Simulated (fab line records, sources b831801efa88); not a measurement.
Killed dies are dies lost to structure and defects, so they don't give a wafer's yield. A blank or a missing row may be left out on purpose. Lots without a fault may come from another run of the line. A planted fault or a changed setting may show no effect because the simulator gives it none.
fab line records | flow sky130
record lots=13 wafers=39 last_day=50
route steps=708 shown POLY_GATE@229 LDD_N@254 LDD_P@261 PAD_OPEN@708
lots that met no fault: from a run of the same line without faults
start_h: hours from the record's first day to the start of the lot's first wafer shown | wait_h: hours since the lot's step before | " the same as in the row above | L1.1+2: a row that stands for several wafers | - no value, or no start given | * or withheld: withheld | < > ~ a bound
route shown NAME@n: a module of which the file shows steps, and the number in the route of the first | usual: mean/standard deviation of fault-free wafers | same: alike in all rows | chamber/n: place in a boat | sites: the reading at each site | _std_site: their standard deviation | _edge_site: outer sites' mean less inner sites' | radius_mm: how far each site lies from the wafer's centre | mask NAME#n: copy n | behind: the tool/chamber that last shaped the wafer | hold: why the lot was held/for how many hours/how that ended | device: the transistor (n, p or np) that didn't switch | end of line: the same wafers' tests at the end of the route | a step without rows: its recipe alone | killed: dies lost to structure and defects at the first sort, not the wafer's yield | map: a wafer's dies, x killed, . not, _ none there
set.NAME: the setting as run; set.NAME@STEP: as run at that earlier step | model.NAME: the simulator's own value behind a step, which no gauge read
steps of the route over a sample of lots; a table a step, a row a wafer
services: from which hour (start_h, from the record's first day; less than 0 if before it) a tool's chamber was out of use, for how many hours, and why
## steps
# step SKY_POLY_GATE_ETCH_15
# recipe chemistry=N2/H2 target=BARC ion_energy_ev=200 source_w=500 bias_w=100 pressure_mtorr=30 n2_flow_sccm=100 h2_flow_sccm=200 stop_on=SiO2 time_s=118.5 target_depth_a=1100
# usual drypump_motor_current_A=5.8/0.47 h2_flow_sccm=199.9/0.57 oes_product_au=0.717/0.0047 throttle_valve_pct=13.213/0.0099
# columns lot.wafer tool chamber start_h wait_h drypump_motor_current_A h2_flow_sccm oes_product_au rf_hours_counter_h throttle_valve_pct
L126.2 rie_diel-03 1 360.21 0.0 5.7 200.4 0.721 4 13.203
L126.3 " 2 " " 6.1 198.9 0.714 13 13.215
L126.4 " 0 " " 6.6 198.9 0.715 2 13.197
L127.3 rie_diel-01 2 370.88 0.0 5.0 200.1 0.720 7 13.218
L127.5 " 0 " " 5.6 200.4 0.709 - 13.199
L127.6 " 3 " " 6.2 200.6 0.719 - 13.202
L128.3 rie_diel-03 1 378.76 0.0 5.7 200.0 0.717 4 13.222
L128.4 " 3 " " 5.7 200.4 0.715 2 13.195
L128.6 " 1 " " 5.7 200.4 0.726 - 13.211
L131.1 rie_diel-02 2 428.03 0.0 5.7 200.9 0.717 14 13.210
L131.2 " 3 " " 6.3 200.0 0.724 1 13.225
L131.4 " 0 " " 6.2 199.5 0.716 2 13.233
L130.1 rie_diel-02 0 433.18 0.0 6.2 199.8 0.718 3 13.215
L130.4 " 2 " " 5.7 198.7 0.722 14 13.225
L130.6 " 0 " " 6.3 199.3 0.715 - 13.211
L133.3 rie_diel-02 0 437.91 0.0 6.2 199.9 0.709 3 13.216
L133.4 " 2 " " 5.7 199.7 0.715 14 13.220
L133.6 " 3 " " 6.3 199.4 0.722 - 13.202
L132.2 rie_diel-01 2 438.56 0.0 5.0 200.6 0.714 8 13.212
L132.3 " 0 " " 5.6 199.8 0.717 32 13.206
L132.4 " 1 " " 5.1 198.8 0.718 67 13.216
L134.2 rie_diel-02 0 441.91 0.0 6.2 200.2 0.719 3 13.220
L134.4 " 1 " " 5.3 200.4 0.712 81 13.216
L134.5 " 0 " " 6.2 200.8 0.712 - 13.219
L142.1 rie_diel-03 2 507.51 0.0 6.1 199.6 0.717 15 13.202
L142.4 " 1 " " 5.7 199.4 0.711 6 13.228
L142.5 " 2 " " 6.1 200.0 0.713 - 13.226
L143.2 rie_diel-03 1 511.83 0.0 5.7 200.0 0.721 6 13.232
L143.5 " 3 " " 5.6 200.0 0.720 - 13.219
L143.6 " 2 " " 6.1 200.2 0.712 - 13.216
L144.1 rie_diel-03 1 521.93 0.0 5.7 199.9 0.726 6 13.205
L144.4 " 3 " " 5.6 199.8 0.724 4 13.225
L144.6 " 3 " " 5.6 200.1 0.713 - 13.219
L146.3 rie_diel-01 2 536.11 0.0 5.0 200.1 0.716 10 13.224
L146.4 " 3 " " 6.2 199.8 0.721 14 13.223
L146.5 " 1 " " 5.1 200.5 0.717 - 13.231
L149.1 rie_diel-01 0 560.33 0.0 5.6 199.4 0.716 34 13.217
L149.3 " 2 " " 5.0 199.5 0.711 11 13.235
L149.4 " 1 " " 5.1 199.7 0.715 69 13.206
# step SKY_LDD_N_TW_MEAS_17
# usual LDD_N_TW=2570/24
# columns lot.wafer tool chamber start_h wait_h LDD_N_TW
L126.2 film_metro-02 - 400.06 0.1 2543
L126.3 " - " " 2549
L126.4 " - " " 2535
L127.3 film_metro-02 - 405.46 0.1 2527
L127.5 " - " " 2542
L127.6 " - " " 2544
L128.3 film_metro-03 - 413.01 0.1 2610
L128.4 " - " " 2605
L128.6 " - " " 2604
L131.1 film_metro-03 - 462.54 0.1 2596
L131.2 " - " " 2604
L131.4 " - " " 2595
L130.1 film_metro-04 - 466.55 0.1 2579
L130.4 " - " " 2565
L130.6 " - " " 2585
L133.3 film_metro-03 - 470.56 0.1 2595
L133.4 " - " " 2597
L133.6 " - " " 2594
L132.2 film_metro-02 - 471.86 0.1 2552
L132.3 " - " " 2564
L132.4 " - " " 2566
L134.2 film_metro-03 - 475.80 0.1 2598
L134.4 " - " " 2612
L134.5 " - " " 2593
L142.1 film_metro-04 - 540.74 0.1 2569
L142.4 " - " " 2578
L142.5 " - " " 2560
L143.2 film_metro-02 - 544.90 0.1 2535
L143.5 " - " " 2546
L143.6 " - " " 2538
L144.1 film_metro-02 - 555.09 0.1 2557
L144.4 " - " " 2541
L144.6 " - " " 2552
L146.3 film_metro-02 - 568.91 0.1 2546
L146.4 " - " " 2542
L146.5 " - " " 2547
L149.1 film_metro-04 - 591.79 0.1 2577
L149.3 " - " " 2558
L149.4 " - " " 2571
# step SKY_LDD_P_DEVELOP_06
# recipe resist=NOVOLAK developer=TMAH develop_time_s=60 dev_temp_c=23
# usual developer_temp_C=23.02/0.11
# columns lot.wafer tool chamber start_h wait_h developer_temp_C
L126.2 litho_track-01 0 430.34 0.1 23.05
L126.3 " 0 " " 23.04
L126.4 " 0 " " 23.12
L127.3 litho_track-02 0 435.08 0.1 23.07
L127.5 " 0 " " 23.08
L127.6 " 0 " " 23.04
L128.3 litho_track-01 0 442.47 0.1 23.13
L128.4 " 0 " " 22.91
L128.6 " 0 " " 23.06
L131.1 litho_track-01 0 489.42 0.1 23.14
L131.2 " 0 " " 23.05
L131.4 " 0 " " 23.12
L130.1 litho_track-01 0 492.17 0.1 22.82
L130.4 " 0 " " 23.00
L130.6 " 0 " " 22.86
L133.3 litho_track-02 0 496.88 0.1 23.01
L133.4 " 0 " " 23.14
L133.6 " 0 " " 23.07
L132.2 litho_track-01 0 497.69 0.1 22.22
L132.3 " 0 " " 22.08
L132.4 " 0 " " 22.10
L134.2 litho_track-01 0 505.84 0.1 22.04
L134.4 " 0 " " 22.28
L134.5 " 0 " " 22.15
L142.1 litho_track-02 0 569.93 0.1 22.97
L142.4 " 0 " " 23.02
L142.5 " 0 " " 23.17
L143.2 litho_track-04 0 574.23 0.1 23.02
L143.5 " 0 " " 23.01
L143.6 " 0 " " 23.07
L144.1 litho_track-04 0 583.56 0.1 22.93
L144.4 " 0 " " 23.03
L144.6 " 0 " " 23.03
L146.3 litho_track-04 0 597.76 0.1 22.91
L146.4 " 0 " " 23.03
L146.5 " 0 " " 22.93
L149.1 litho_track-02 0 620.58 0.1 22.98
L149.3 " 0 " " 22.97
L149.4 " 0 " " 23.07
# step SKY_LDD_P_STRIP_10
# recipe chemistry=O2/N2 power_w=1400 pressure_mtorr=1500 platen_temp_c=withheld o2_flow_sccm=3000 n2_flow_sccm=300 overash_fraction=0.5
# usual drypump_motor_current_A=5.7/0.47 oes_product_au=0.716/0.0046 strip_time_to_endpoint_s=14.21/0.04
# columns lot.wafer tool chamber start_h wait_h drypump_motor_current_A oes_product_au rf_hours_counter_h strip_time_to_endpoint_s
L126.2 plasma_asher-02 1 430.77 0.1 5.5 0.710 31 14.19
L126.3 " 0 " " 5.0 0.724 - 14.19
L126.4 " 1 " " 5.5 0.713 - 14.21
L127.3 plasma_asher-02 1 435.52 0.1 5.5 0.726 - 14.31
L127.5 " 0 " " 5.0 0.716 - 14.18
L127.6 " 1 " " 5.5 0.715 - 14.26
L128.3 plasma_asher-03 1 442.91 0.1 6.4 0.708 - 14.17
L128.4 " 0 " " 5.8 0.720 - 14.21
L128.6 " 0 " " 5.8 0.709 - 14.18
L131.1 plasma_asher-01 1 489.87 0.1 5.5 0.721 67 14.19
L131.2 " 0 " " 6.0 0.715 67 14.13
L131.4 " 0 " " 6.0 0.725 - 14.17
L130.1 plasma_asher-01 1 492.62 0.1 5.5 0.708 67 14.21
L130.4 " 0 " " 5.9 0.721 - 14.22
L130.6 " 1 " " 5.5 0.711 - 14.24
L133.3 plasma_asher-01 0 497.32 0.1 6.0 0.714 - 14.18
L133.4 " 1 " " 5.5 0.728 - 14.26
L133.6 " 1 " " 5.5 0.709 - 14.20
L132.2 plasma_asher-02 1 498.12 0.1 5.5 0.719 40 14.26
L132.3 " 0 " " 5.0 0.714 - 14.24
L132.4 " 1 " " 5.5 0.712 - 14.21
L134.2 plasma_asher-02 0 506.27 0.1 5.0 0.714 40 14.19
L134.4 " 0 " " 5.1 0.714 - 14.24
L134.5 " 1 " " 5.5 0.724 - 14.26
L142.1 plasma_asher-02 0 570.38 0.1 5.0 0.715 47 14.24
L142.4 " 0 " " 5.0 0.718 - 14.24
L142.5 " 0 " " 5.0 0.716 - 14.21
L143.2 plasma_asher-03 0 574.66 0.1 5.8 0.718 89 14.13
L143.5 " 0 " " 5.8 0.719 - 14.12
L143.6 " 1 " " 6.5 0.720 - 14.16
L144.1 plasma_asher-03 0 584.01 0.1 5.8 0.716 90 14.21
L144.4 " 0 " " 5.8 0.720 - 14.23
L144.6 " 1 " " 6.5 0.713 - 14.25
L146.3 plasma_asher-02 0 598.19 0.1 5.0 0.718 - 14.27
L146.4 " 1 " " 5.5 0.723 - 14.28
L146.5 " 0 " " 5.0 0.711 - 14.26
L149.1 plasma_asher-01 0 621.03 0.1 5.9 0.713 76 14.29
L149.3 " 0 " " 5.9 0.715 - 14.26
L149.4 " 1 " " 5.5 0.718 - 14.25
# step SKY_PAD_OPEN_PROBE_99
# usual defect_limited_yield=82.8/1.9 killed_at_M0_to_M3=43/7.5 killed_at_M4_up=2.8/1.8 killed_at_contacts=24/5.3 killed_at_front_end=14/4.2 killed_at_other=0.3/0.54 killed_dies=84/9.4 killed_open=46/7.1 killed_short=38/6.6 sort_bin_3_pad_short=0.8/0.42 sort_bin_5_function=10.1/1.4 sort_bin_6_memory=6.2/1.1 sort_n_pass=408/9.4 sort_yield_pct=82.8/1.9
# same gross_dies=492 killed_at_back_side=0 sort_bin_4_leakage[%]=0 sort_bin_8_speed[%]=0
# columns lot.wafer tool chamber start_h wait_h defect_limited_yield[%] killed_at_M0_to_M3 killed_at_M4_up killed_at_contacts killed_at_front_end killed_at_other killed_dies killed_open killed_short sort_bin_3_pad_short[%] sort_bin_5_function[%] sort_bin_6_memory[%] sort_n_pass sort_yield_pct[%]
L131.1 prober-02 - 1115.43 0.1 85.2 38 1 26 8 0 73 41 32 0.6 8.7 5.5 419 85.2
L131.2 prober-02 - 1115.48 0.1 82.3 44 1 21 20 1 87 46 41 1.6 10.0 6.1 405 82.3
L131.4 prober-02 - 1115.58 0.2 81.7 39 5 32 14 0 90 44 46 0.8 10.2 7.3 402 81.7
L130.1 prober-01 - 1118.96 0.1 81.3 48 1 29 13 1 92 43 49 1.4 11.0 6.3 400 81.3
L130.4 prober-01 - 1119.11 0.2 81.1 53 1 22 17 0 93 54 39 1.8 9.6 7.5 399 81.1
L130.6 prober-01 - 1119.21 0.2 83.1 46 4 19 14 0 83 39 44 0.4 10.8 5.7 409 83.1
L133.3 prober-01 - 1122.06 0.2 81.7 53 2 23 12 0 90 58 32 0.4 9.8 8.1 402 81.7
L133.4 prober-01 - 1122.11 0.2 82.7 58 1 21 5 0 85 37 48 1.0 10.6 5.7 407 82.7
L133.6 prober-01 - 1122.21 0.2 83.3 42 0 22 17 1 82 46 36 0.6 10.2 5.9 410 83.3
# killed by level:class
L131.1 CONTACT:geometric_particle:open=11 VIA1:geometric_particle:open=10 VIA2:geometric_particle:open=7 LOCAL_INTERCONNECT:geometric_particle:short=6 METAL2:geometric_particle:short=5 VIA2:geometric_particle:short=5 LI_CONTACT:geometric_particle:open=3 LI_CONTACT:geometric_particle:short=3
L131.2 CONTACT:geometric_particle:open=10 VIA1:geometric_particle:open=8 VIA1:geometric_particle:short=7 FIELD_ISO:geometric_particle:short=6 POLY_GATE:geometric_particle:open=6 VIA3:geometric_particle:open=6 METAL1:geometric_particle:short=6 METAL2:geometric_particle:short=6
L131.4 CONTACT:geometric_particle:open=13 VIA1:geometric_particle:open=11 CONTACT:geometric_particle:short=9 METAL1:geometric_particle:short=6 METAL2:geometric_particle:short=6 POLY_GATE:geometric_particle:open=5 METAL2:geometric_particle:open=4 LI_CONTACT:geometric_particle:open=4
L130.1 CONTACT:geometric_particle:open=10 VIA1:geometric_particle:short=9 CONTACT:geometric_particle:short=7 VIA1:geometric_particle:open=7 LI_CONTACT:geometric_particle:open=6 POLY_GATE:geometric_particle:short=5 VIA2:geometric_particle:open=5 METAL1:geometric_particle:short=5
L130.4 VIA1:geometric_particle:open=16 VIA3:geometric_particle:open=11 METAL3:geometric_particle:short=6 POLY_GATE:geometric_particle:short=5 VIA2:geometric_particle:open=5 CONTACT:geometric_particle:open=5 POLY_GATE:geometric_particle:open=4 LI_CONTACT:geometric_particle:open=4
L130.6 VIA2:geometric_particle:open=8 METAL2:geometric_particle:short=8 VIA3:geometric_particle:open=8 LOCAL_INTERCONNECT:geometric_particle:short=6 POLY_GATE:geometric_particle:open=5 METAL1:geometric_particle:short=5 VIA1:geometric_particle:open=5 POLY_GATE:geometric_particle:short=4
L133.3 VIA1:geometric_particle:open=16 LI_CONTACT:geometric_particle:open=8 VIA2:geometric_particle:open=8 POLY_GATE:geometric_particle:open=6 CONTACT:geometric_particle:open=6 CONTACT:geometric_particle:short=5 METAL2:geometric_particle:short=5 METAL3:geometric_particle:short=5
L133.4 METAL1:geometric_particle:short=18 VIA1:geometric_particle:open=15 LI_CONTACT:geometric_particle:short=5 CONTACT:geometric_particle:open=5 VIA3:geometric_particle:open=5 LI_CONTACT:geometric_particle:open=4 CONTACT:geometric_particle:short=4 VIA1:geometric_particle:short=4
L133.6 VIA1:geometric_particle:open=15 CONTACT:geometric_particle:open=9 METAL1:geometric_particle:short=9 LI_CONTACT:geometric_particle:open=7 POLY_GATE:geometric_particle:open=4 FIELD_ISO:geometric_particle:short=4 POLY_GATE:geometric_particle:short=4 FIELD_ISO:geometric_particle:open=3
## services
# columns tool chamber start_h hours kind
plasma_asher-01 - 336.74 2.2 repair
plasma_asher-03 - 346.03 15.6 pm
litho_track-01 - 358.21 - consumable_replace:filter
rie_diel-02 1 400.01 8.4 repair
rie_diel-03 0 423.26 9.1 repair
plasma_asher-01 - 430.03 14.6 pm
plasma_asher-03 - 447.73 7.3 repair
plasma_asher-02 - 455.12 2.0 repair
rie_diel-01 1 460.50 6.2 repair
rie_diel-03 - 468.58 14.6 pm
rie_diel-02 2 474.51 15.0 repair
rie_diel-01 2 474.82 1.8 repair
rie_diel-03 - 483.18 2.8 pm
rie_diel-02 - 502.48 0.2 repair
rie_diel-03 0 528.26 19.8 repair
rie_diel-02 3 528.96 3.6 repair
plasma_asher-03 - 533.54 4.5 repair
plasma_asher-01 - 545.24 8.8 repair
rie_diel-02 - 569.31 0.4 repair
plasma_asher-03 - 575.71 2.8 pm
plasma_asher-01 - 580.48 28.1 pm
plasma_asher-03 - 587.50 3.2 repair
plasma_asher-02 - 595.22 2.8 pm
rie_diel-03 3 600.64 6.5 repair
## key
first_sign step=SKY_LDD_P_DEVELOP_06 reading=developer_temp_C direction=down sigmas=8.3 usual=* struck=*
effect none on later readings
met_at SKY_LDD_P_DEVELOP_06
struck_lots L132,L134
rows_end L132.2,L132.3,L132.4,L134.2,L134.4,L134.5
not_acting_at SKY_POLY_GATE_ETCH_15,SKY_LDD_N_TW_MEAS_17,SKY_LDD_P_STRIP_10
onset_between 492.17 497.69
fault kind=process_parameter_drift tool=litho_track-01 chamber=- onset_h=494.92 steps=SKY_LDD_P_DEVELOP_06 channel=dev_temp_c offset=* shape=step end_h=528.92 acts_in=* stated=*
# rows_end: these wafers met a further fault down the route, and their rows from its step on are left out
